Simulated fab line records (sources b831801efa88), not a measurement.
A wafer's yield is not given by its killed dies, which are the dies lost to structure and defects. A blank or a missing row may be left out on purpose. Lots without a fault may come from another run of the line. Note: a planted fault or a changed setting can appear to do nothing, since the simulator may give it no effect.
Problem report, 8D (eight disciplines) form, completed by code    flow sky130    the parts of the form that need people (team, actions taken, sign-off) are left out

== 1. WHAT IS WRONG ==
Wafers without a fault read 497.3 W, standard deviation 1.7; rf fwd power W at SKY_METAL3_ETCH_16 reads a mean of 576.8 W on 9 wafers belonging to 3 lots. That puts it +47 standard deviations away from the usual mean.
The step: etches BARC in N2/H2, stops on SiO2, time 88.2 s, target depth 60 nm.
First seen on wafer L841.3, day 42 01:31, on rie metal-04. At this step, 21 wafers from 7 lots have a number in the record. Rule for "out" (also "out of limits"): further than 4 standard deviations from the usual mean. All remaining wafers that have a number are taken as sound.

== 2. WHAT THIS IS AND IS NOT ==
question                     is                      is not
which readings at this step  rf fwd power W          drypump motor current A, he backside leak sccm, oes product au, throttle valve pct
which lots                   L841, L844, L845        L830, L836, L843, L851
which wafers of those lots   all that have a number  -
read on which tools          rie metal-04            rie metal-01, rie metal-02
when                         from day 42 01:31       up to then (6 sound wafers); but 6 sound wafers of L843, L851 came after

== 3. SUSPECTS, AND WHAT RULES EACH OUT ==
Counting: any tool at a process step up to the reading is kept as a suspect provided that every lot that is out went through it and no sound lot did after the first of them.
- rie metal-04 at SKY_METAL3_DESCUM_15 (chemistry O2, time 8 s): kept. It processed each lot that is out, first L841 at day 42 01:28, and no sound lot thereafter; up to then, the last sound lot it processed was L836 at day 40 15:18.
- rie metal-04 at SKY_METAL3_ETCH_16 (etches BARC in N2/H2, stops on SiO2, time 88.2 s, target depth 60 nm): kept. It processed each lot that is out, first L841 at day 42 01:31, and no sound lot thereafter; up to then, the last sound lot it processed was L836 at day 40 15:20. Its own rf fwd power W readings are out on those wafers.
The count leaves rie metal-04 at SKY_METAL3_ETCH_16 and rie metal-04 at SKY_METAL3_DESCUM_15.

== 4. THE CAUSE (what the simulator had put in) ==
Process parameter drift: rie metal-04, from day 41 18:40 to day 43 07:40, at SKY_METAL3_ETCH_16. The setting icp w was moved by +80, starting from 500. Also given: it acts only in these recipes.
Of the 2 suspects that counting leaves, this tool is one.

== 5. THE EFFECT CHAIN, in route order ==
Each row: a reading whose mean over the struck wafers that have a number lies more than 3 standard deviations from the usual. Only readings for which the record gives a usual standard deviation are gone through. hours: the time from each lot's start at the first step in this table that gives one to its start at this step, as a median over the lots. sigmas: the change in usual standard deviations.
hours  step                reading         usual    on struck wafers  change  sigmas
0      SKY_METAL3_ETCH_16  rf fwd power W  497.3 W  576.8             +79.5   +47
The process steps in it:
- SKY_METAL3_ETCH_16: etches BARC in N2/H2, stops on SiO2, time 88.2 s, target depth 60 nm.

== 6. HOW IT WOULD HAVE BEEN CAUGHT EARLIER ==
7 hours passed between the start of the fault at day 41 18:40 and the first reading out of limits in this record, taken at day 42 01:31.
